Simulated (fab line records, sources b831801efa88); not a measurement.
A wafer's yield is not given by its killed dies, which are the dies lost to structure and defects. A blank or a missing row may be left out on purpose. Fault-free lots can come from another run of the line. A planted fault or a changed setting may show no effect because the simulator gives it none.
Chamber matching -- flow gf180mcu -- GF_V4_CMP_04 on cmp-01 has 4 sister chambers
The step polishes SiO2. 8 wafers are shown with their chamber, then 12 later ones without.

== EACH WAFER AND ITS CHAMBER ==
wafer,chamber,motor_current_A (A),time_to_endpoint_s (s)
L081.5,0,9.8,91
L087.4,3,11.0,82
L088.3,2,12.5,84
L088.5,1,9.9,83
L088.6,0,10.4,89
L089.2,3,11.5,72
L089.3,1,9.7,78
L089.6,2,12.0,81

== WAFERS WITH NO CHAMBER GIVEN ==
wafer,motor_current_A (A),time_to_endpoint_s (s)
L090.2,12.3,77
L090.3,10.1,80
L090.4,11.1,90
L092.2,11.2,68
L092.3,9.6,80
L092.5,10.4,88
L093.3,10.3,79
L093.4,11.3,81
L093.5,12.1,83
L094.3,12.9,78
L094.4,10.1,73
L094.6,11.5,86

== THE CHAMBER EACH PASSED THROUGH ==
wafer,from the rows above,in truth
L090.2,can't be placed: 2 or 3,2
L090.3,can't be placed: 1 or 0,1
L090.4,can't be placed: 0 or 3 or 2 or 1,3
L092.2,3,3
L092.3,1,1
L092.5,can't be placed: 0 or 1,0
L093.3,can't be placed: 1 or 0 or 3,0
L093.4,can't be placed: 3 or 2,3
L093.5,2,2
L094.3,2,2
L094.4,can't be placed: 1 or 3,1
L094.6,can't be placed: 3 or 2 or 0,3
Placed correctly: 4 of 12. Not placeable from these rows: 8 (in 8, the candidates include the true chamber). 0 placed wrongly.
How it was worked out, from the rows above alone: a wafer's distance from a chamber is the root of the sum, over the readings, of the square of ((its reading less the chamber's mean) divided by the reading's scatter). The wafer belongs to the nearest chamber; if the next one is less than 2 further off, it can't be placed. The mean given for a chamber averages the wafers shown for that chamber. The scatter: the root of (the sum of the squares of (reading less its chamber's mean) over the shown wafers, divided by (wafers less chambers)).
